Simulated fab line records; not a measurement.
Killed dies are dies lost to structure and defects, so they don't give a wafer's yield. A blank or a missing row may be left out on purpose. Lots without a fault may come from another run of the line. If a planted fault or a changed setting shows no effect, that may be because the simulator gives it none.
fab line records | flow sfq-line
[record] lots = 6 | wafers = 18 | last-day = 92
route steps=325 shown I6@270 M7@281 I7@296 M8@311
lots untouched by any fault: they come from a run of this same line in which no faults occurred
start-h: hours from the record's opening day to when the first of the lot's shown wafers began | wait-h: hours since the lot's step before | " unchanged from the row above | L1.1+2: a row that stands for several wafers | - either no value or no given start | * or withheld: withheld | < > ~ a bound
route shown NAME@n: names a module that has steps shown in the file, with the first one's number in the route | usual: average and standard deviation across the fault-free wafers | same: alike in all rows | chamber/n: place in a boat | sites: the reading at each site | _std_site: the values' standard deviation | _edge_site: the outer-site mean with the inner-site mean subtracted | radius-mm: how far each site lies from the wafer's centre | mask NAME#n: copy n | behind: tool/chamber where the wafer was last shaped | hold: what put the lot on hold/how long, in hours/how the hold closed | device: names the non-switching transistor (n, p or np) | end of line: at the end of the route, the tests of the same wafers | a step with no rows: only its recipe | killed: count of dies lost to structure and defects at first sort (not the wafer's yield) | map: a wafer's dies, x killed, . not, _ none there
set.NAME: the setting as run; set.NAME@STEP: as run at that earlier step | model.NAME: the simulator's own value behind a step, which no gauge read
a table for each step, a row for each wafer; lots at some steps of the route
services: a tool's chamber out of use, with start hour (start-h, from the record's first day; less than 0 if before it), hours out, and reason
[[steps]]
[step SFQ_TRILAYER_I6_VIA_LITHO_COAT_174]
[recipe] resist = BARC | spin-rpm = 3000 | resist-thk-nm = 62
[step SFQ_TRILAYER_I6_VIA_LITHO_COAT_169]
[recipe] resist = KrF | spin-rpm = 3000 | resist-thk-nm = 650
[step SFQ_TRILAYER_I6_VIA_LITHO_SOFTBAKE_173]
[recipe] temp-c = withheld | time-s = withheld | resist = KrF
[step SFQ_TRILAYER_I6_VIA_LITHO_EXPOSE_170]
[recipe] mask-id = I6 | na = 0.6 | source-shape = conventional | sigma-outer = 0.65 | target-cd-nm = 700 | dose-mj = 21.3
[step SFQ_TRILAYER_I6_VIA_LITHO_PEB_172]
[recipe] peb-temp-c = 115 | peb-time-s = 60 | resist = KrF
[step SFQ_TRILAYER_I6_VIA_LITHO_DEVELOP_171]
[recipe] time-s = 60 | resist = KrF
[step SFQ_I6_OVL_MEAS_942]
[usual] I6_OVL = 0/5.7
lot.wafer | tool       | chamber | start-h | wait-h | I6_OVL[nm]
L529.1    | overlay-02 | -       | 1860.96 | 0.1    | -11
L529.5    | "          | -       | "       | "      | -13
L529.6    | "          | -       | "       | "      | -9
L533.1    | overlay-01 | -       | 1953.80 | 0.1    | -1
L533.2    | "          | -       | "       | "      | 6
L533.4    | "          | -       | "       | "      | 2
L542.1    | overlay-02 | -       | 2001.80 | 0.1    | 10
L542.3    | "          | -       | "       | "      | 9
L542.4    | "          | -       | "       | "      | 4
L543.1    | overlay-01 | -       | 2004.20 | 0.1    | 1
L543.2    | "          | -       | "       | "      | 2
L543.5    | "          | -       | "       | "      | -1
L545.1    | overlay-02 | -       | 2013.80 | 0.1    | 2
L545.4    | "          | -       | "       | "      | 12
L545.6    | "          | -       | "       | "      | 20
L548.3    | overlay-02 | -       | 2024.61 | 0.1    | -2
L548.4    | "          | -       | "       | "      | 2
L548.5    | "          | -       | "       | "      | -1
[step SFQ_TRILAYER_I6_VIA_BARC_OPEN_VIA_ETCH_235]
[recipe] mask-material = PR | chemistry = O2 | target-depth-nm = 125 | target = BARC | source-w = 500 | bias-w = 80 | pressure-mtorr = 30 | time-s = 41.7
[usual] chamber-pressure-mTorr = 29.998/0.026 | drypump-motor-current-A = 5.9/0.54 | oes-product-au = 0.685/0.004
lot.wafer | tool        | chamber | start-h | wait-h | chamber-pressure-mTorr | drypump-motor-current-A | oes-product-au | rf-hours-counter-h
L529.1    | rie-diel-04 | 1       | 1860.99 | 0.0    | 29.988                 | 6.4                     | 0.685          | 0
L529.5    | "           | 1       | "       | "      | 29.990                 | 6.4                     | 0.681          | -
L529.6    | "           | 0       | "       | "      | 29.988                 | 5.2                     | 0.681          | -
L533.1    | rie-diel-03 | 0       | 1953.84 | 0.0    | 30.002                 | 6.4                     | 0.682          | 14
L533.2    | "           | 3       | "       | "      | 30.027                 | 6.7                     | 0.691          | 16
L533.4    | "           | 2       | "       | "      | 29.975                 | 5.8                     | 0.682          | 11
L542.1    | rie-diel-04 | 2       | 2001.84 | 0.0    | 30.035                 | 6.3                     | 0.685          | 12
L542.3    | "           | 1       | "       | "      | 30.005                 | 6.4                     | 0.676          | 2
L542.4    | "           | 0       | "       | "      | 29.986                 | 5.1                     | 0.684          | 13
L543.1    | rie-diel-02 | 0       | 2004.24 | 0.0    | 30.006                 | 5.0                     | 0.691          | 8
L543.2    | "           | 1       | "       | "      | 30.012                 | 5.8                     | 0.692          | 14
L543.5    | "           | 2       | "       | "      | 30.023                 | 6.7                     | 0.682          | -
L545.1    | rie-diel-04 | 3       | 2013.84 | 0.0    | 30.005                 | 5.8                     | 0.679          | 20
L545.4    | "           | 1       | "       | "      | 29.977                 | 6.4                     | 0.681          | 3
L545.6    | "           | 1       | "       | "      | 30.014                 | 6.4                     | 0.682          | -
L548.3    | rie-diel-02 | 0       | 2024.64 | 0.0    | 30.030                 | 5.0                     | 0.679          | 8
L548.4    | "           | 1       | "       | "      | 29.995                 | 5.7                     | 0.694          | 14
L548.5    | "           | 3       | "       | "      | 29.966                 | 5.6                     | 0.680          | -
[step SFQ_TRILAYER_I6_VIA_ETCH_VIA_ETCH_172]
[recipe] target = SiO2 | stop-on = Nb | mask-material = PR | taper-deg = 20 | chemistry = CHF3 | target-depth-nm = 260 | source-w = 500 | bias-w = 80 | pressure-mtorr = 30 | time-s = withheld
[step SFQ_TRILAYER_I6_VIA_STRIP_STRIP_173]
[recipe] gas = O2 | power-w = 200 | platen-temp-c = 40 | overash-fraction = 0.65 | chemistry = O2 | pressure-mtorr = 50
[step SFQ_TRILAYER_I6_VIA_STRIP_SOLV_CLEAN_174]
[recipe] chemistry = NMP | temp-c = 70 | time-s = 600
[step SFQ_TRILAYER_M7_DEP_PRE_CLEAN_176]
[recipe] gas = Ar | time-s = 22.5 | bias-v = 250
[step SFQ_TRILAYER_M7_DEP_SPUTTER_175]
[recipe] material = Nb | base-pressure-pa = 1.33e-06 | chamber-pressure-pa = 0.1333 | substrate-temp-c = 20 | target-thk-nm = 200 | power-w = 2000 | time-s = 133.3
[usual] cathode-dc-power-W = 2000.0/0.39 | throttle-valve-pct = 30.0/0.88
lot.wafer | tool           | chamber | start-h | wait-h | cathode-dc-power-W | throttle-valve-pct | model.Nb_of_TRILAYER_M7_DEP_SPUTTER_175.thk-nm
L529.1    | pvd-sputter-03 | -       | 1861.95 | 0.0    | 2000.1             | 30.0               | 199.3
L529.5    | "              | -       | "       | "      | 2000.0             | 31.4               | 198.7
L529.6    | "              | -       | "       | "      | 2000.2             | 29.3               | 198.4
L533.1    | pvd-sputter-05 | -       | 1954.80 | 0.0    | 1999.9             | 29.0               | 200.3
L533.2    | "              | -       | "       | "      | 2000.5             | 29.5               | 199.9
L533.4    | "              | -       | "       | "      | 1999.6             | 29.5               | 205
L542.1    | pvd-sputter-05 | -       | 2002.80 | 0.0    | 2479.4             | 29.3               | 243.9
L542.3    | "              | -       | "       | "      | 2480.0             | 29.5               | 244.3
L542.4    | "              | -       | "       | "      | 2480.2             | 29.5               | 246
L543.1    | pvd-sputter-05 | -       | 2005.20 | 0.0    | 2479.4             | 29.5               | 244.9
L543.2    | "              | -       | "       | "      | 2479.3             | 29.1               | 244.8
L543.5    | "              | -       | "       | "      | 2479.7             | 28.9               | 243.4
L545.1    | pvd-sputter-03 | -       | 2015.40 | 0.0    | 1999.7             | 31.5               | 195.3
L545.4    | "              | -       | "       | "      | 1999.1             | 30.8               | 196.7
L545.6    | "              | -       | "       | "      | 1999.7             | 30.1               | 194.7
L548.3    | pvd-sputter-04 | -       | 2025.60 | 0.0    | 1999.9             | 29.3               | 200.6
L548.4    | "              | -       | "       | "      | 2000.2             | 31.8               | 199.8
L548.5    | "              | -       | "       | "      | 1999.8             | 31.8               | 199.9
[step SFQ_M7_RS_MEAS_943]
[recipe] thk-meas-gauge = four-point-probe | reads = Nb_of_TRILAYER_M7_DEP_SPUTTER_175
[usual] M7_NB_RS = 0.892/0.012
lot.wafer | tool          | chamber | start-h | wait-h | M7_NB_RS[ohm/sq]
L529.1    | film-metro-03 | -       | 1862.04 | 0.0    | 0.894
L529.5    | "             | -       | "       | "      | 0.896
L529.6    | "             | -       | "       | "      | 0.899
L533.1    | film-metro-01 | -       | 1954.89 | 0.0    | 0.889
L533.2    | "             | -       | "       | "      | 0.890
L533.4    | "             | -       | "       | "      | 0.867
L542.1    | film-metro-03 | -       | 2002.89 | 0.0    | 0.729
L542.3    | "             | -       | "       | "      | 0.726
L542.4    | "             | -       | "       | "      | 0.723
L543.1    | film-metro-03 | -       | 2005.29 | 0.0    | 0.726
L543.2    | "             | -       | "       | "      | 0.727
L543.5    | "             | -       | "       | "      | 0.730
L545.1    | film-metro-03 | -       | 2015.49 | 0.0    | 0.912
L545.4    | "             | -       | "       | "      | 0.906
L545.6    | "             | -       | "       | "      | 0.915
L548.3    | film-metro-03 | -       | 2025.73 | 0.1    | 0.890
L548.4    | "             | -       | "       | "      | 0.892
L548.5    | "             | -       | "       | "      | 0.891
[step SFQ_TRILAYER_M7_LITHO_COAT_182]
[recipe] resist = BARC | spin-rpm = 3000 | resist-thk-nm = 62
[step SFQ_TRILAYER_M7_LITHO_COAT_177]
[recipe] resist = KrF | spin-rpm = 3000 | resist-thk-nm = 600
[step SFQ_TRILAYER_M7_LITHO_SOFTBAKE_181]
[recipe] temp-c = withheld | time-s = withheld | resist = KrF
[step SFQ_TRILAYER_M7_LITHO_EXPOSE_178]
[recipe] mask-id = M7 | na = 0.6 | source-shape = conventional | sigma-outer = 0.65 | target-cd-nm = 500 | dose-mj = 14.4
[step SFQ_TRILAYER_M7_LITHO_PEB_180]
[recipe] peb-temp-c = 115 | peb-time-s = 60 | resist = KrF
[step SFQ_TRILAYER_M7_LITHO_DEVELOP_179]
[recipe] time-s = 60 | resist = KrF
[step SFQ_M7_OVL_MEAS_945]
[usual] M7_OVL = 2/5.2
lot.wafer | tool       | chamber | start-h | wait-h | M7_OVL[nm]
L529.1    | overlay-01 | -       | 1955.00 | 0.1    | 3
L529.5    | "          | -       | "       | "      | -3
L529.6    | "          | -       | "       | "      | 5
L533.1    | overlay-01 | -       | 2051.05 | 0.1    | 4
L533.2    | "          | -       | "       | "      | 3
L533.4    | "          | -       | "       | "      | 9
L542.1    | overlay-01 | -       | 2088.25 | 0.1    | -1
L542.3    | "          | -       | "       | "      | 0
L542.4    | "          | -       | "       | "      | -1
L543.1    | overlay-02 | -       | 2090.65 | 0.1    | 0
L543.2    | "          | -       | "       | "      | -3
L543.5    | "          | -       | "       | "      | -4
L545.1    | overlay-01 | -       | 2106.38 | 0.1    | 2
L545.4    | "          | -       | "       | "      | 2
L545.6    | "          | -       | "       | "      | 3
L548.3    | overlay-01 | -       | 2112.39 | 0.1    | 7
L548.4    | "          | -       | "       | "      | 8
L548.5    | "          | -       | "       | "      | 10
[step SFQ_TRILAYER_M7_BARC_OPEN_METAL_ETCH_229]
[recipe] mask-material = PR | chemistry = O2 | target-depth-nm = 125 | target = BARC | icp-w = 600 | bias-w = 80 | pressure-mtorr = 10 | time-s = 41.7
[usual] chamber-pressure-mTorr = 10.000/0.0097 | drypump-motor-current-A = 5.3/0.37 | oes-product-au = 0.686/0.0043
lot.wafer | tool         | chamber | start-h | wait-h | chamber-pressure-mTorr | drypump-motor-current-A | oes-product-au | rf-hours-counter-h
L529.1    | rie-metal-04 | 1       | 1955.04 | 0.0    | 9.996                  | 5.3                     | 0.690          | 91
L529.5    | "            | 1       | "       | "      | 10.002                 | 5.3                     | 0.687          | -
L529.6    | "            | 0       | "       | "      | 9.998                  | 5.1                     | 0.682          | -
L533.1    | rie-metal-01 | 1       | 2051.09 | 0.0    | 10.000                 | 5.4                     | 0.682          | 52
L533.2    | "            | 0       | "       | "      | 10.012                 | 5.9                     | 0.679          | 34
L533.4    | "            | 1       | "       | "      | 10.004                 | 5.4                     | 0.685          | -
L542.1    | rie-metal-02 | 1       | 2088.29 | 0.0    | 9.987                  | 4.7                     | 0.682          | 112
L542.3    | "            | 0       | "       | "      | 10.013                 | 5.7                     | 0.679          | -
L542.4    | "            | 1       | "       | "      | 9.997                  | 4.7                     | 0.682          | -
L543.1    | rie-metal-02 | 0       | 2090.69 | 0.0    | 9.994                  | 5.7                     | 0.679          | 109
L543.2    | "            | 1       | "       | "      | 10.015                 | 4.7                     | 0.685          | 112
L543.5    | "            | 0       | "       | "      | 10.000                 | 5.7                     | 0.679          | -
L545.1    | rie-metal-01 | 0       | 2106.41 | 0.0    | 9.997                  | 5.8                     | 0.681          | 37
L545.4    | "            | 1       | "       | "      | 10.003                 | 5.4                     | 0.692          | -
L545.6    | "            | 1       | "       | "      | 9.997                  | 5.4                     | 0.687          | -
L548.3    | rie-metal-04 | 1       | 2112.43 | 0.0    | 10.007                 | 5.3                     | 0.690          | -
L548.4    | "            | 0       | "       | "      | 9.984                  | 5.1                     | 0.685          | -
L548.5    | "            | 0       | "       | "      | 10.008                 | 5.1                     | 0.684          | -
[step SFQ_TRILAYER_M7_ETCH_METAL_ETCH_180]
[recipe] target = Nb | stop-on = SiO2 | mask-material = PR | chemistry = Cl2/Ar | target-depth-nm = 240 | icp-w = 600 | bias-w = 80 | pressure-mtorr = 10 | time-s = 120
[usual] chamber-pressure-mTorr = 10.000/0.009 | drypump-motor-current-A = 5.3/0.38 | oes-product-au = 0.894/0.0077
lot.wafer | tool         | chamber | start-h | wait-h | chamber-pressure-mTorr | drypump-motor-current-A | oes-product-au | rf-hours-counter-h
L529.1    | rie-metal-04 | 1       | 1955.10 | 0.0    | 10.010                 | 5.3                     | 0.894          | 91
L529.5    | "            | 1       | "       | "      | 9.992                  | 5.3                     | 0.890          | -
L529.6    | "            | 0       | "       | "      | 10.000                 | 5.1                     | 0.887          | -
L533.1    | rie-metal-01 | 1       | 2051.15 | 0.0    | 9.992                  | 5.4                     | 0.898          | 53
L533.2    | "            | 0       | "       | "      | 9.992                  | 5.8                     | 0.890          | 34
L533.4    | "            | 1       | "       | "      | 10.016                 | 5.4                     | 0.905          | -
L542.1    | rie-metal-02 | 1       | 2088.35 | 0.0    | 9.998                  | 4.7                     | 0.999          | 112
L542.3    | "            | 0       | "       | "      | 10.005                 | 5.6                     | 0.992          | -
L542.4    | "            | 1       | "       | "      | 10.000                 | 4.7                     | 1.004          | -
L543.1    | rie-metal-02 | 0       | 2090.75 | 0.0    | 9.988                  | 5.7                     | 0.992          | 109
L543.2    | "            | 1       | "       | "      | 9.994                  | 4.7                     | 1.002          | 113
L543.5    | "            | 0       | "       | "      | 10.003                 | 5.7                     | 0.993          | -
L545.1    | rie-metal-01 | 0       | 2106.47 | 0.0    | 9.986                  | 5.9                     | 0.885          | 37
L545.4    | "            | 1       | "       | "      | 9.998                  | 5.4                     | 0.882          | -
L545.6    | "            | 1       | "       | "      | 9.991                  | 5.4                     | 0.879          | -
L548.3    | rie-metal-04 | 1       | 2112.52 | 0.1    | 9.988                  | 5.3                     | 0.892          | -
L548.4    | "            | 0       | "       | "      | 10.016                 | 5.1                     | 0.897          | -
L548.5    | "            | 0       | "       | "      | 10.006                 | 5.1                     | 0.899          | -
[step SFQ_TRILAYER_M7_STRIP_STRIP_181]
[recipe] gas = O2 | power-w = 200 | platen-temp-c = 40 | overash-fraction = 0.65 | chemistry = O2 | pressure-mtorr = 50
[step SFQ_TRILAYER_M7_STRIP_SOLV_CLEAN_182]
[recipe] chemistry = NMP | temp-c = 70 | time-s = 600
[step SFQ_TRILAYER_I7_DEP_PECVD_183]
[recipe] material = SiO2 | temp-c = 150 | time-s = 111.11 | pressure-torr = 2.4 | rf-w = 183.3 | precursor = SiH4/N2O | target-thk-nm = 500
[usual] heater-power-w = 88/16 | throttle-valve-pct = 25.4/1.3
lot.wafer | tool     | chamber | start-h | wait-h | heater-power-w | throttle-valve-pct
L529.1    | pecvd-03 | 2       | 1956.00 | 0.0    | 83             | 26.2
L529.5    | "        | 2       | "       | "      | 92             | 26.2
L529.6    | "        | 0       | "       | "      | 104            | 27.1
L533.1    | pecvd-02 | 2       | 2052.05 | 0.0    | 66             | 24.8
L533.2    | "        | 0       | "       | "      | 68             | 26.3
L533.4    | "        | 0       | "       | "      | 71             | 26.0
L542.1    | pecvd-03 | 0       | 2089.25 | 0.0    | 103            | 27.1
L542.3    | "        | 2       | "       | "      | 86             | 25.9
L542.4    | "        | 2       | "       | "      | 90             | 26.2
L543.1    | pecvd-01 | 0       | 2091.65 | 0.0    | 79             | 23.7
L543.2    | "        | 2       | "       | "      | 109            | 24.5
L543.5    | "        | 0       | "       | "      | 82             | 23.6
L545.1    | pecvd-01 | 1       | 2107.37 | 0.0    | 78             | 24.3
L545.4    | "        | 1       | "       | "      | 78             | 24.4
L545.6    | "        | 2       | "       | "      | 106            | 24.7
L548.3    | pecvd-03 | 0       | 2113.37 | 0.0    | 109            | 26.7
L548.4    | "        | 0       | "       | "      | 109            | 26.9
L548.5    | "        | 1       | "       | "      | 106            | 23.5
[step SFQ_TRILAYER_I7_CMP_CMP_184]
[recipe] material = SiO2 | down-force-psi = 3 | platen-rpm = 60 | pad-velocity-m-s = 0.94248
[usual] motor-current-A = 9.6/0.6 | platen-rpm = 60.00/0.045 | time-to-endpoint-s = 216/8.1
lot.wafer | tool   | chamber | start-h | wait-h | motor-current-A | platen-rpm | time-to-endpoint-s
L529.1    | cmp-01 | 0       | 1957.29 | 1.3    | 8.8             | 60.01      | 224
L529.5    | "      | 2       | 1958.29 | 2.2    | 9.7             | 59.96      | 223
L529.6    | "      | 3       | "       | "      | 10.2            | 60.03      | 214
L533.4    | cmp-01 | 3       | 2054.41 | 2.3    | 10.1            | 59.94      | 214
L533.2    | "      | 1       | 2055.41 | 3.3    | 9.2             | 59.94      | 208
L533.1    | "      | 2       | "       | "      | 9.4             | 59.91      | 223
L542.3    | cmp-01 | 3       | 2089.33 | 0.0    | 10.2            | 60.05      | 224
L542.4    | "      | 0       | "       | "      | 8.3             | 59.91      | 235
L542.1    | "      | 1       | "       | "      | 9.1             | 60.00      | 220
L543.2    | cmp-01 | 1       | 2092.33 | 0.6    | 9.3             | 60.03      | 208
L543.1    | "      | 0       | 2093.83 | 2.1    | 8.8             | 60.04      | 218
L543.5    | "      | 1       | "       | "      | 8.8             | 60.07      | 213
L545.1    | cmp-02 | 3       | 2108.23 | 0.8    | 9.4             | 59.94      | 207
L545.4    | "      | 1       | 2109.23 | 1.8    | 10.1            | 60.00      | 216
L545.6    | "      | 3       | 2110.23 | 2.8    | 9.7             | 59.97      | 210
L548.3    | cmp-02 | 1       | 2118.23 | 4.8    | 10.4            | 59.99      | 209
L548.4    | "      | 3       | 2119.23 | 5.8    | 9.5             | 59.95      | 218
L548.5    | "      | 2       | 2120.73 | 7.3    | 10.1            | 60.04      | 229
[step SFQ_I7_BOW_MEAS_946]
[recipe] mode = bow
[usual] I7_BOW = 6/10
lot.wafer | tool          | chamber | start-h | wait-h | I7_BOW[um]
L529.1    | film-metro-04 | -       | 1959.29 | 1.5    | 16
L529.5    | "             | -       | "       | "      | 8
L529.6    | "             | -       | "       | "      | 14
L533.1    | film-metro-01 | -       | 2057.41 | 1.0    | -6
L533.2    | "             | -       | "       | "      | 1
L533.4    | "             | -       | "       | "      | -1
L542.1    | film-metro-01 | -       | 2092.33 | 1.5    | 3
L542.3    | "             | -       | "       | "      | 10
L542.4    | "             | -       | "       | "      | 4
L543.1    | film-metro-04 | -       | 2095.33 | 1.0    | 5
L543.2    | "             | -       | "       | "      | 18
L543.5    | "             | -       | "       | "      | 1
L545.1    | film-metro-04 | -       | 2111.23 | 2.5    | -24
L545.4    | "             | -       | "       | "      | -18
L545.6    | "             | -       | "       | "      | -9
L548.3    | film-metro-01 | -       | 2121.27 | 2.5    | 17
L548.4    | "             | -       | "       | "      | 19
L548.5    | "             | -       | "       | "      | 19
[step SFQ_TRILAYER_I7_METRO_MEASURE_185]
[step SFQ_TRILAYER_I7_VIA_LITHO_COAT_192]
[recipe] resist = BARC | spin-rpm = 3000 | resist-thk-nm = 62
[step SFQ_TRILAYER_I7_VIA_LITHO_COAT_187]
[recipe] resist = KrF | spin-rpm = 3000 | resist-thk-nm = 650
[step SFQ_TRILAYER_I7_VIA_LITHO_SOFTBAKE_191]
[recipe] temp-c = withheld | time-s = withheld | resist = KrF
[step SFQ_TRILAYER_I7_VIA_LITHO_EXPOSE_188]
[recipe] mask-id = I7 | na = 0.6 | source-shape = conventional | sigma-outer = 0.65 | target-cd-nm = 1000 | dose-mj = 21.3
[step SFQ_TRILAYER_I7_VIA_LITHO_PEB_190]
[recipe] peb-temp-c = 115 | peb-time-s = 60 | resist = KrF
[step SFQ_TRILAYER_I7_VIA_LITHO_DEVELOP_189]
[recipe] time-s = 60 | resist = KrF
[step SFQ_I7_OVL_MEAS_947]
[usual] I7_OVL = -1/5.5
lot.wafer | tool       | chamber | start-h | wait-h | I7_OVL[nm]
L529.1    | overlay-02 | -       | 1962.86 | 0.1    | 6
L529.5    | "          | -       | "       | "      | 7
L529.6    | "          | -       | "       | "      | -3
L533.1    | overlay-02 | -       | 2060.98 | 0.1    | 4
L533.2    | "          | -       | "       | "      | -4
L533.4    | "          | -       | "       | "      | -7
L542.1    | overlay-01 | -       | 2095.90 | 0.1    | -5
L542.3    | "          | -       | "       | "      | 5
L542.4    | "          | -       | "       | "      | -2
L543.1    | overlay-02 | -       | 2098.90 | 0.1    | -11
L543.2    | "          | -       | "       | "      | 0
L543.5    | "          | -       | "       | "      | -17
L545.1    | overlay-02 | -       | 2114.92 | 0.1    | -1
L545.4    | "          | -       | "       | "      | -1
L545.6    | "          | -       | "       | "      | -2
L548.3    | overlay-01 | -       | 2126.17 | 0.1    | -1
L548.4    | "          | -       | "       | "      | 7
L548.5    | "          | -       | "       | "      | 0
[step SFQ_TRILAYER_I7_VIA_BARC_OPEN_VIA_ETCH_260]
[recipe] mask-material = PR | chemistry = O2 | target-depth-nm = 125 | target = BARC | source-w = 500 | bias-w = 80 | pressure-mtorr = 30 | time-s = 41.7
[step SFQ_TRILAYER_I7_VIA_ETCH_VIA_ETCH_190]
[recipe] target = SiO2 | stop-on = Nb | mask-material = PR | taper-deg = 20 | chemistry = CHF3 | target-depth-nm = 260 | source-w = 500 | bias-w = 80 | pressure-mtorr = 30 | time-s = withheld
[step SFQ_TRILAYER_I7_VIA_STRIP_STRIP_191]
[recipe] gas = O2 | power-w = 200 | platen-temp-c = 40 | overash-fraction = 0.65 | chemistry = O2 | pressure-mtorr = 50
[usual] chamber-pressure-mTorr = 50.00/0.047 | drypump-motor-current-A = 5.4/0.32 | oes-product-au = 1.001/0.012
lot.wafer | tool         | chamber | start-h | wait-h | chamber-pressure-mTorr | drypump-motor-current-A | oes-product-au | rf-hours-counter-h
L529.1    | rie-metal-03 | 1       | 1963.05 | -      | 50.01                  | 5.5                     | 1.011          | 68
L529.5    | "            | 1       | "       | "      | 49.93                  | 5.5                     | 1.013          | -
L529.6    | "            | 0       | "       | "      | 50.02                  | 5.2                     | 0.999          | -
L533.1    | rie-metal-02 | 0       | 2061.17 | -      | 49.98                  | 5.7                     | 1.004          | 105
L533.2    | "            | 1       | "       | "      | 50.08                  | 4.7                     | 1.023          | 109
L533.4    | "            | 0       | "       | "      | 49.97                  | 5.7                     | 1.002          | -
L542.1    | rie-metal-01 | 1       | 2096.09 | -      | 49.94                  | 5.4                     | 0.990          | 59
L542.3    | "            | 1       | "       | "      | 49.95                  | 5.4                     | 0.982          | -
L542.4    | "            | 1       | "       | "      | 49.95                  | 5.4                     | 0.996          | -
L543.1    | rie-metal-03 | 1       | 2099.09 | -      | 50.02                  | 5.5                     | 1.013          | 89
L543.2    | "            | 0       | "       | "      | 49.93                  | 5.2                     | 0.992          | 132
L543.5    | "            | 1       | "       | "      | 49.91                  | 5.5                     | 1.004          | -
L545.1    | rie-metal-02 | 1       | 2115.11 | -      | 49.99                  | 4.7                     | 1.021          | 116
L545.4    | "            | 1       | "       | "      | 49.99                  | 4.7                     | 1.006          | -
L545.6    | "            | 0       | "       | "      | 49.97                  | 5.7                     | 1.017          | -
L548.3    | rie-metal-02 | 1       | 2126.55 | -      | 49.95                  | 4.7                     | 1.009          | -
L548.4    | "            | 0       | "       | "      | 50.01                  | 5.7                     | 0.999          | -
L548.5    | "            | 1       | "       | "      | 49.96                  | 4.7                     | 1.015          | -
[step SFQ_TRILAYER_I7_VIA_STRIP_SOLV_CLEAN_192]
[recipe] chemistry = NMP | temp-c = 70 | time-s = 600
[step SFQ_TRILAYER_M8_LITHO_LOR_COAT_197]
[recipe] resist = lift-off | spin-rpm = 3000
[step SFQ_M8_BOW_MEAS_951]
[recipe] mode = bow
[usual] M8_BOW = 7/10
lot.wafer | tool          | chamber | start-h | wait-h | M8_BOW[um] | model.etest.m7.comb-log10-ohm | model.etest.m7.ohm-um | model.etest.i6.link-ohm | model.etest.m7.ohm-sq | model.etest.i7.link-ohm
L529.1    | film-metro-02 | -       | 2064.18 | 0.0    | 17         | 12                            | 1.787                 | 1.874                   | 0.8933                | 1.054
L529.5    | "             | -       | "       | "      | 9          | 12                            | 1.786                 | 1.876                   | 0.896                 | 1.056
L529.6    | "             | -       | "       | "      | 15         | 12                            | 1.791                 | 1.872                   | 0.8976                | 1.057
L533.1    | film-metro-04 | -       | 2154.89 | 0.0    | -7         | 12                            | 1.785                 | 1.861                   | 0.8888                | 1.05
L533.2    | "             | -       | "       | "      | 1          | 12                            | 1.786                 | 1.863                   | 0.8907                | 1.05
L533.4    | "             | -       | "       | "      | 0          | 12                            | 1.741                 | 1.841                   | 0.8684                | 1.029
L542.1    | film-metro-03 | -       | 2188.50 | 0.0    | 3          | 12                            | 1.452                 | 1.714                   | 0.7299                | 0.892
L542.3    | "             | -       | "       | "      | 10         | 0                             | -                     | -                       | 0.7289                | -
L542.4    | "             | -       | "       | "      | 3          | 12                            | 1.441                 | 1.711                   | 0.7237                | 0.8857
L543.1    | film-metro-04 | -       | 2192.09 | 0.0    | 7          | 0                             | -                     | -                       | 0.727                 | -
L543.2    | "             | -       | "       | "      | 19         | 12                            | 1.458                 | 1.69                    | 0.7273                | 0.8867
L543.5    | "             | -       | "       | "      | 4          | 0                             | -                     | -                       | 0.7315                | -
L545.1    | film-metro-03 | -       | 2204.09 | 0.0    | -22        | 12                            | 1.823                 | 1.917                   | 0.9115                | 1.073
L545.4    | "             | -       | "       | "      | -18        | 12                            | 1.805                 | 1.903                   | 0.9053                | 1.065
L545.6    | "             | -       | "       | "      | -8         | 12                            | 1.826                 | 1.916                   | 0.9146                | 1.074
L548.3    | film-metro-02 | -       | 2214.71 | 0.0    | 18         | 12                            | 1.772                 | 1.876                   | 0.8873                | 1.045
L548.4    | "             | -       | "       | "      | 20         | 12                            | 1.779                 | 1.86                    | 0.8911                | 1.049
L548.5    | "             | -       | "       | "      | 20         | 12                            | 1.782                 | 1.861                   | 0.8905                | 1.049
[[services]]
tool           | chamber | start-h | hours | kind
rie-metal-03   | -       | 1862.88 | 0.7   | repair
pvd-sputter-05 | -       | 1870.22 | 3.8   | repair
rie-metal-04   | -       | 1887.24 | 1.9   | repair
rie-metal-04   | 1       | 1889.41 | 12.1  | repair
rie-metal-02   | 1       | 1897.77 | 7.3   | repair
rie-metal-02   | -       | 1922.34 | 28.1  | pm
cmp-01         | -       | 1924.28 | 5.7   | pm
cmp-01         | -       | 1931.23 | 0.9   | repair
cmp-01         | -       | 1934.02 | 0.3   | repair
cmp-01         | -       | 1934.13 | 0.6   | repair
cmp-01         | -       | 1946.29 | 4.0   | pm
pecvd-03       | 1       | 1950.20 | 10.1  | repair
rie-metal-01   | -       | 1977.70 | 1.4   | pm
rie-metal-04   | 0       | 1979.66 | 8.0   | repair
rie-metal-04   | 0       | 1997.42 | 15.0  | repair
cmp-01         | -       | 2000.57 | 17.8  | pm
rie-metal-02   | -       | 2012.62 | 0.6   | repair
pvd-sputter-05 | -       | 2014.29 | 1.5   | repair
pecvd-03       | -       | 2016.32 | 1.7   | repair
rie-metal-02   | -       | 2017.25 | 2.8   | pm
cmp-01         | -       | 2033.77 | 1.1   | repair
cmp-01         | -       | 2037.63 | 0.3   | repair
pvd-sputter-05 | -       | 2055.78 | 10.1  | repair
cmp-01         | -       | 2119.67 | 7.8   | repair
[[key]]
[first-sign] step = SFQ_TRILAYER_M7_DEP_SPUTTER_175 | reading = cathode-dc-power-W | direction = up | sigmas = 99+ | usual = 2000.0 | struck = 2479.7
[effect] step = SFQ_M7_RS_MEAS_943 | reading = M7_NB_RS | direction = down | sigmas = 14 | usual = 0.892 | struck = 0.727
[effect] step = SFQ_TRILAYER_M7_ETCH_METAL_ETCH_180 | reading = oes-product-au | direction = up | sigmas = 13 | usual = 0.894 | struck = 0.997
[model-effect] step = SFQ_TRILAYER_M7_DEP_SPUTTER_175 | value = Nb_of_TRILAYER_M7_DEP_SPUTTER_175.thk-nm | without = 196.6 | struck = 244.5
[model-effect] step = SFQ_M8_BOW_MEAS_951 | value = etest.m7.comb-log10-ohm | without = 12 | struck = 6
met-at SFQ_TRILAYER_M7_DEP_SPUTTER_175
struck-wafers L542.1,L542.3,L542.4,L543.1,L543.2,L543.5
onset-between 1954.80 2002.80
[fault] kind = process-parameter-drift | tool = pvd-sputter-05 | chamber = - | onset-h = 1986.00 | steps = SFQ_TRILAYER_M7_DEP_SPUTTER_175 | channel = power-w | offset = 479.93 | shape = step | end-h = 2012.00 | acts-in = these-recipes-only | stated = 2000
